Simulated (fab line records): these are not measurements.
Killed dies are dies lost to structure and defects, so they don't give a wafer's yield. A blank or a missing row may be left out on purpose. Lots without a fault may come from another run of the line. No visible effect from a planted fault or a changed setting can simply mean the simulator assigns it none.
Which tool was responsible?    flow sky130    6 lots, 18 wafers sampled, at 3 steps of a route of 708

WHAT EACH GAUGE READ, for each wafer
SKY_CONTACT_CD_MEAS_14: the cd target is 170 nm.
lot   measured      on         cd-nm (nm)
L199  day 32 03:14  cd-sem-01  172.0 171.1 170.3
L201  day 33 08:10  cd-sem-01  171.7 172.2 172.0
L209  day 35 22:28  cd-sem-01  127.1 169.8 169.6
L211  day 36 11:29  cd-sem-01  169.0 170.3 170.9
L215  day 37 18:08  cd-sem-01  170.4 170.0 170.1
L220  day 39 01:11  cd-sem-02  167.8 169.3 169.0

TOOL THAT RAN EACH LOT (tool first, then ch and the chambers of the sampled wafers, then the start)
lot   SKY_LI_CONTACT_CVD_21          SKY_CONTACT_EXPOSE_11
L199  cvd-w-01 ch 1, day 29 15:34    krf-scanner-01 ch 0, day 31 13:35
L201  cvd-w-02 ch 1, day 30 20:34    krf-scanner-02 ch 0, day 32 19:05
L209  cvd-w-02 ch 0,1, day 33 16:03  krf-scanner-02 ch 0, day 35 10:07
L211  cvd-w-02 ch 0,1, day 34 04:19  krf-scanner-01 ch 0, day 35 22:56
L215  cvd-w-01 ch 0,1, day 35 10:18  krf-scanner-01 ch 0, day 37 04:45
L220  cvd-w-02 ch 0,1, day 36 19:46  krf-scanner-01 ch 0, day 38 12:26
- SKY_LI_CONTACT_CVD_21: deposits W, target thk 400 nm, time 120.56 s.
- SKY_CONTACT_EXPOSE_11: exposes mask CTM1, target cd 170 nm.

THE ANSWER, worked out from the rows above alone
Rule: the usual values come from the lots themselves. Put in order of their means at a reading, lots are off if they are a third of the lots or fewer, leave a main group of 4 or more, and stand apart from it by a gap of 3 or more times the standard deviation of the main group's means; of several such gaps the widest counts. Not used: any main group whose means are identical at the precision the tables above print for the reading. Also off: a lot with no number at a reading for which 4 or more lots have one. Where the step has rows for the other lots, those lots are counted as sound.
Off at SKY_CONTACT_CD_MEAS_14 (cd-nm): L209. The main group has a mean of 170.4 nm with a standard deviation of 1.1.
A tool fits if, at a process step before that reading, it ran every lot that is off, and no sound lot after the first of them. Those tools and the gauges at SKY_CONTACT_CD_MEAS_14 are tried in the same way. One candidate fits, namely krf-scanner-02 at SKY_CONTACT_EXPOSE_11. Its last sound lot is L201 (day 32 19:05), its first lot that is off L209 (day 35 10:07): a fault that began between those two fits.

WHAT THE SIMULATOR PUT IN
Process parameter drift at SKY_CONTACT_EXPOSE_11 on krf-scanner-02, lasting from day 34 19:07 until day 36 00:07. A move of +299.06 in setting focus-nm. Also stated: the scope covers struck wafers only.
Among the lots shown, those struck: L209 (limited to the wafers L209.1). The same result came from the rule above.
